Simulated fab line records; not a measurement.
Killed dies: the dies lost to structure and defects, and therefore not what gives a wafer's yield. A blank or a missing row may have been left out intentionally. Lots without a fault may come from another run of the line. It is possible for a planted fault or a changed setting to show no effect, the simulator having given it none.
2 desks, one fault + flow sky130 + numbers are kept per desk, each desk with only its own; the story behind them comes last

AT THE TOOL OWNER'S DESK: implanter-04
For each lot that ran on this tool, the mean over its sampled wafers that have a number, from the tool's own readings at SKY_GATE_OXIDE_IMPLANT_11. Marked OUT: a lot whose mean sits more than 4 standard deviations from the usual mean, which makes it out of limits; the brackets give that distance.
Columns: A = dose_ions_cm2 at SKY_GATE_OXIDE_IMPLANT_11, usual 2.6006e+12
| lot  | first seen here | A          |
|------|-----------------|------------|
| L983 | day 14 07:46    | 2.6009e+12 |
| L991 | day 16 21:39    | 2.5991e+12 |
| L996 | day 18 20:07    | 2.6027e+12 |
| L998 | day 20 04:01    | 2.6029e+12 |
Result from this desk: across the 4 lots, nothing is out of limits.

METROLOGY DESK
What the gauges read for every lot (on any tool): the sampled wafers with a number, averaged. Marked OUT: a lot whose mean sits more than 4 standard deviations from the usual mean, which makes it out of limits; the brackets give that distance.
Columns: A = VT_ADJUST_HVTP_TW at SKY_VT_ADJUST_HVTP_TW_MEAS_11, usual 1350; B = GATE_OXIDE_TW at SKY_GATE_OXIDE_TW_MEAS_14, usual 224.8; C = LDD_N_OVL at SKY_LDD_N_OVL_MEAS_07, usual 0.7 nm
| lot  | first seen here | A    | B                | C    |
|------|-----------------|------|------------------|------|
| L982 | day 6 04:27     | 1367 | 224.0            | -0.3 |
| L983 | day 6 10:39     | 1369 | 224.5            | -0.6 |
| L984 | day 6 13:02     | 1368 | 224.7            | 1.8  |
| L987 | day 7 09:59     | 1348 | 226.4            | 2.1  |
| L988 | day 7 12:58     | 1360 | 222.8            | 1.0  |
| L991 | day 8 08:24     | 1354 | 224.2            | -1.4 |
| L992 | day 8 15:12     | 1333 | 227.8            | 0.5  |
| L996 | day 9 17:39     | 1361 | 211.3 (-10) OUT  | 1.6  |
| L997 | day 10 14:47    | 1368 | 225.8            | 0.9  |
| L998 | day 10 20:44    | 1339 | 213.1 (-9.0) OUT | 0.6  |
| L103 | day 11 23:20    | 1337 | 223.8            | 0.1  |
| L105 | day 12 05:07    | 1331 | 226.4            | 1.6  |
This desk finds L996, L998 out of limits, with the earliest case on L996 at day 18 20:28 (GATE_OXIDE_TW at SKY_GATE_OXIDE_TW_MEAS_14). L982, L983, L984, L987, L988, L991, L992, L997, L103, L105 stayed within limits.

TAKEN TOGETHER
An alarm was possible from the metrology desk at day 18 20:28, on L996, L998.
Nothing out of limits was seen by the tool owner's desk.
Tool owner's desk: L996, L998 on record, inside its limits.
On implanter-04, each named lot ran SKY_GATE_OXIDE_IMPLANT_11.

WHAT THE SIMULATOR HAD PUT IN
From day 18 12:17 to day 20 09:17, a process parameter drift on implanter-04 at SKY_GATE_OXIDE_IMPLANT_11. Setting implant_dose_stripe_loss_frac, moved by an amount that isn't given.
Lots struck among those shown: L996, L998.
Hours from the fault's start to each desk's first reading out of limits: the metrology desk, 8.
